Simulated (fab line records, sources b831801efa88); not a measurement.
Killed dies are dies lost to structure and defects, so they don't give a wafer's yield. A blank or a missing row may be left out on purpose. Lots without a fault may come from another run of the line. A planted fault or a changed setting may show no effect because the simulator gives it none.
A struck lot beside a sound one | flow sky130 | 17 steps out of a route of 708
Sound: wafers L231.3, L231.4, L231.6. Struck: wafers L253.3, L253.5, L253.6. The cause comes at the end.
At each step with rows: each side's tool, then ch and its chambers, then its first start. Under that, the readings that differ: sound wafers | struck wafers | difference of the means | sigmas: that difference in standard deviations of wafers without a fault.
alike: readings whose means differ by less than 2 such deviations, and words and numbers that are the same on both sides. not compared: withheld readings, readings that some wafer has no value for, bounds like >300 that may hide the same value, and numbers for which the record gives no deviation and whose values overlap.
The two part at a step that has a row with sigmas, a row that says differs or no value, or rows on one side only. Numbers that don't overlap but have no deviation are shown without sigmas and don't part them. A reading that every wafer of one side lacks parts them only if that side has two wafers or more.

first, 3 steps without rows for these wafers: SKY_VIA3_EXPOSE_09 (exposes mask VIM3, target cd 200 nm); SKY_VIA3_PEB_10; SKY_VIA3_DEVELOP_11 (develop time 60 s).
SKY_VIA3_CD_MEAS_12: target cd 200 nm.
  sound on cd_sem-02, day 39 14:55; struck on cd_sem-01, day 45 20:25
  alike: cd_nm
SKY_VIA3_OVL_MEAS_13:
  sound on overlay-02, day 39 15:01; struck on overlay-01, day 45 20:31
  alike: VIA3_OVL
SKY_VIA3_ETCH_14: etches BARC in N2/H2, stops on SiO2, time 45.9 s, target depth 60 nm.
  sound on rie_diel-03 ch 0,1,2, day 39 15:02; struck on rie_diel-04 ch 0,1,3, day 45 20:32
  alike: drypump_motor_current_A, oes_product_au, throttle_valve_pct
  not compared: rf_hours_counter_h
SKY_VIA3_ETCH_15: etches SiO2 in C4F8/O2/Ar, stops on TiN, target depth 507 nm, time 78 s.
  sound on rie_diel-03 ch 0,1,2, day 39 15:05; struck on rie_diel-04 ch 0,1,3, day 45 20:34
  alike: oes_product_au
  not compared: rf_hours_counter_h
SKY_VIA3_STRIP_16: strips in O2/N2.
  sound on plasma_asher-01 ch 0,1, day 39 15:10; struck on plasma_asher-04 ch 0,1, day 45 20:40
  alike: drypump_motor_current_A, oes_product_au, strip_time_to_endpoint_s
  not compared: rf_hours_counter_h
then, 3 steps without rows for these wafers: SKY_VIA3_STRIP_17 (strips in post etch residue remover, time 1200 s); SKY_VIA3_CLEAN_18 (cleans in IPA, time 180 s); SKY_VIA3_CLEAN_19 (cleans in O3/DIW).
SKY_VIA3_SPUTTER_20: material TiN, target thk 20 nm, time 80 s.
  sound on pvd_sputter-03, day 39 15:44; struck on pvd_sputter-02, day 45 21:13
  alike: throttle_valve_pct
SKY_VIA3_CVD_21: deposits W, target thk 390 nm, time 117.31 s.
  sound on cvd_w-02 ch 0,1, day 39 15:50; struck on cvd_w-02 ch 0,1, day 45 21:20
  reading                            | sound             | struck            | difference | sigmas
  chamber_pressure_Torr (Torr)       | 39.96 40.04 40.08 | 33.96 33.99 34.02 | -6.04      | -70
  model.W_of_VIA3_CVD_21.thk_nm (nm) | 386.9 384.8 385.1 | 364.1 348.4 364.7 | -26.5      |
  alike: heater_power_w, susceptor_temp_C
SKY_VIA3_RS_MEAS_22: measures by four-point-probe.
  sound on film_metro-01, day 39 15:58; struck on film_metro-04, day 45 21:27
  reading            | sound             | struck            | difference | sigmas
  VIA3_W_RS (ohm/sq) | 0.296 0.298 0.298 | 0.316 0.330 0.315 | +0.023     | +5
SKY_VIA3_THK_MEAS_23: measures by xrf.
  sound on film_metro-01, day 39 16:04; struck on film_metro-04, day 45 21:33
  reading         | sound       | struck      | difference | sigmas
  VIA3_W_THK (nm) | 398 395 394 | 366 350 368 | -34        | -4
SKY_VIA3_CMP_24: polishes, stops on SiO2, t overpolish 20 s, target thk 0 nm.
  sound on cmp-01 ch 2,3, day 39 16:06; struck on cmp-02 ch 0,2,3, day 45 21:46
  alike: motor_current_A
then, 1 step without rows for these wafers: SKY_PAD_OPEN_PROBE_99.

WHERE THEY PART
First at SKY_VIA3_CVD_21; last, within this record, at SKY_VIA3_THK_MEAS_23. Later steps at which nothing parts them and some readings are alike: SKY_VIA3_CMP_24.

WHY: what the simulator had put in
Process parameter drift: cvd_w-02, from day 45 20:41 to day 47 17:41, at SKY_VIA3_CVD_21. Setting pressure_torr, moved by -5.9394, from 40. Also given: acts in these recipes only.
